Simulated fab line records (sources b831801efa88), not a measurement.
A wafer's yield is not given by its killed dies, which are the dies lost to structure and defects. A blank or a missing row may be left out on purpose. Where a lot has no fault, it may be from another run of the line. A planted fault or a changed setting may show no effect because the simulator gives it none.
Which tool was responsible? :: flow sky130 :: Sampling: 14 lots, 42 wafers, 4 of 708 route steps

## WHAT THE GAUGES READ, wafer by wafer
SKY_VIA4_THK_MEAS_01.
lot: L481
measured: day 41 19:40
on: filmMetro-01
VIA4_HDPCVD_THK (nm): 1768 1767 1749

lot: L484
measured: day 42 20:53
on: filmMetro-03
VIA4_HDPCVD_THK (nm): 1728 1741 1764

lot: L483
measured: day 43 06:03
on: filmMetro-03
VIA4_HDPCVD_THK (nm): 1767 1731 1767

lot: L485
measured: day 43 08:04
on: filmMetro-03
VIA4_HDPCVD_THK (nm): 1771 1761 1768

lot: L491
measured: day 45 04:40
on: filmMetro-02
VIA4_HDPCVD_THK (nm): 1784 1758 1735

lot: L492
measured: day 45 13:58
on: filmMetro-01
VIA4_HDPCVD_THK (nm): 1758 1755 1794

lot: L493
measured: day 45 16:37
on: filmMetro-02
VIA4_HDPCVD_THK (nm): 1754 1738 1793

lot: L494
measured: day 45 20:18
on: filmMetro-01
VIA4_HDPCVD_THK (nm): 1782 1779 1761

lot: L495
measured: day 46 08:47
on: filmMetro-01
VIA4_HDPCVD_THK (nm): 1756 1769 1736

lot: L496
measured: day 46 13:29
on: filmMetro-01
VIA4_HDPCVD_THK (nm): 1768 1739 1757

lot: L500
measured: day 47 07:07
on: filmMetro-01
VIA4_HDPCVD_THK (nm): 1750 1798 1768

lot: L501
measured: day 47 10:23
on: filmMetro-02
VIA4_HDPCVD_THK (nm): 1756 1754 1761

lot: L503
measured: day 47 16:23
on: filmMetro-02
VIA4_HDPCVD_THK (nm): 1784 1770 1770

lot: L504
measured: day 48 08:37
on: filmMetro-02
VIA4_HDPCVD_THK (nm): 1724 1792 1792

SKY_VIA4_RS_MEAS_19: a four-point-probe measurement.
lot: L481
measured: day 42 20:57
on: filmMetro-01
VIA4_W_RS (ohm/sq): 0.2254 0.2303 0.2295

lot: L484
measured: day 43 21:07
on: filmMetro-02
VIA4_W_RS (ohm/sq): 0.2269 0.2277 0.2243

lot: L483
measured: day 44 05:13
on: filmMetro-03
VIA4_W_RS (ohm/sq): 0.2256 0.2235 0.2286

lot: L485
measured: day 44 08:14
on: filmMetro-01
VIA4_W_RS (ohm/sq): 0.2251 0.2246 0.2263

lot: L491
measured: day 46 04:37
on: filmMetro-01
VIA4_W_RS (ohm/sq): 0.2277 0.2236 0.2299

lot: L492
measured: day 46 12:50
on: filmMetro-03
VIA4_W_RS (ohm/sq): 0.2236 0.2296 0.2212

lot: L493
measured: day 46 14:43
on: filmMetro-03
VIA4_W_RS (ohm/sq): 0.2261 0.2313 0.2277

lot: L494
measured: day 46 17:55
on: filmMetro-02
VIA4_W_RS (ohm/sq): 0.2301 0.2285 0.2324

lot: L495
measured: day 47 05:44
on: filmMetro-02
VIA4_W_RS (ohm/sq): 0.2313 0.2285 0.2331

lot: L496
measured: day 47 11:04
on: filmMetro-03
VIA4_W_RS (ohm/sq): 0.2254 0.2278 0.2224

lot: L500
measured: day 48 03:23
on: filmMetro-02
VIA4_W_RS (ohm/sq): 0.2275 0.2243 0.2303

lot: L501
measured: day 48 06:33
on: filmMetro-03
VIA4_W_RS (ohm/sq): 0.2310 0.2228 0.2316

lot: L503
measured: day 48 12:16
on: filmMetro-03
VIA4_W_RS (ohm/sq): 0.2302 0.2252 0.2247

lot: L504
measured: day 49 04:08
on: filmMetro-02
VIA4_W_RS (ohm/sq): 0.2255 0.2281 0.2313

SKY_PASSIVATION_THK_MEAS_03.
lot: L481
measured: day 43 21:58
on: filmMetro-02
PASSIVATION_CVD_02_THK (nm): 542 532 541

lot: L484
measured: day 44 20:14
on: filmMetro-01
PASSIVATION_CVD_02_THK (nm): 536 538 532

lot: L483
measured: day 45 04:42
on: filmMetro-01
PASSIVATION_CVD_02_THK (nm): 544 536 545

lot: L485
measured: day 45 08:27
on: filmMetro-04
PASSIVATION_CVD_02_THK (nm): 528 541 548

lot: L491
measured: day 47 02:18
on: filmMetro-02
PASSIVATION_CVD_02_THK (nm): 536 547 548

lot: L492
measured: day 47 11:01
on: filmMetro-01
PASSIVATION_CVD_02_THK (nm): 539 544 541

lot: L493
measured: day 47 12:16
on: filmMetro-04
PASSIVATION_CVD_02_THK (nm): 535 536 555

lot: L494
measured: day 47 15:27
on: filmMetro-01
PASSIVATION_CVD_02_THK (nm): 533 545 552

lot: L495
measured: day 48 02:35
on: filmMetro-02
PASSIVATION_CVD_02_THK (nm): 528 536 540

lot: L496
measured: day 48 08:09
on: filmMetro-01
PASSIVATION_CVD_02_THK (nm): 543 555 547

lot: L500
measured: day 48 23:35
on: filmMetro-02
PASSIVATION_CVD_02_THK (nm): 539 538 540

lot: L501
measured: day 49 02:40
on: filmMetro-02
PASSIVATION_CVD_02_THK (nm): 526 527 527

lot: L503
measured: day 49 07:52
on: filmMetro-01
PASSIVATION_CVD_02_THK (nm): 524 528 520

lot: L504
measured: day 49 22:58
on: filmMetro-04
PASSIVATION_CVD_02_THK (nm): 529 542 537

## EACH LOT AND THE TOOL THAT RAN IT (in order: tool; ch and the chambers of the sampled wafers; start)
lot: L481
SKY_VIA3_CLEAN_18: wetBench-03 ch 2, day 39 16:06

lot: L484
SKY_VIA3_CLEAN_18: wetBench-02 ch 3, day 40 18:47

lot: L483
SKY_VIA3_CLEAN_18: wetBench-03 ch 2, day 41 01:02

lot: L485
SKY_VIA3_CLEAN_18: wetBench-03 ch 3, day 41 06:11

lot: L491
SKY_VIA3_CLEAN_18: wetBench-03 ch 2, day 43 04:59

lot: L492
SKY_VIA3_CLEAN_18: wetBench-03 ch 1, day 43 14:51

lot: L493
SKY_VIA3_CLEAN_18: wetBench-03 ch 2, day 43 16:40

lot: L494
SKY_VIA3_CLEAN_18: wetBench-02 ch 1, day 43 21:23

lot: L495
SKY_VIA3_CLEAN_18: wetBench-02 ch 2, day 44 08:57

lot: L496
SKY_VIA3_CLEAN_18: wetBench-02 ch 1, day 44 14:00

lot: L500
SKY_VIA3_CLEAN_18: wetBench-02 ch 1, day 45 10:34

lot: L501
SKY_VIA3_CLEAN_18: wetBench-04 ch 0, day 45 13:22

lot: L503
SKY_VIA3_CLEAN_18: wetBench-02 ch 0, day 45 22:02

lot: L504
SKY_VIA3_CLEAN_18: wetBench-02 ch 0, day 46 13:42
- SKY_VIA3_CLEAN_18: cleans in IPA, time 180 s.

## WHAT THE TOOLS THEMSELVES READ (means of the sampled wafers that have a number; where no wafer has one, the mark that the record gives instead)
The record holds no such reading with a usual standard deviation.

## THE ANSWER, worked out from the rows above alone
Rule: what is usual is taken from the lots themselves. The widest of any qualifying gaps counts: lots, ordered by their means at a reading, are off when they make up no more than a third of the lots, leave a main group of 4 or more, and stand apart from it by 3 or more times the standard deviation of that group's means. A main group whose means are all the same, to the digits that the tables above print for the reading, isn't used. Also off: a lot with no number at a reading for which 4 or more lots have one. Where the step has rows for the other lots, those lots are counted as sound. The gauges are gone through in route order, then the tools' own readings, and for those a lot's mean is taken as printed above. At the first step where some lot is off, the reading lying furthest off is the one used; lots without a number count as furthest.
No lot is off at any reading shown: from this, nothing can be told.

## WHAT THE SIMULATOR PUT IN
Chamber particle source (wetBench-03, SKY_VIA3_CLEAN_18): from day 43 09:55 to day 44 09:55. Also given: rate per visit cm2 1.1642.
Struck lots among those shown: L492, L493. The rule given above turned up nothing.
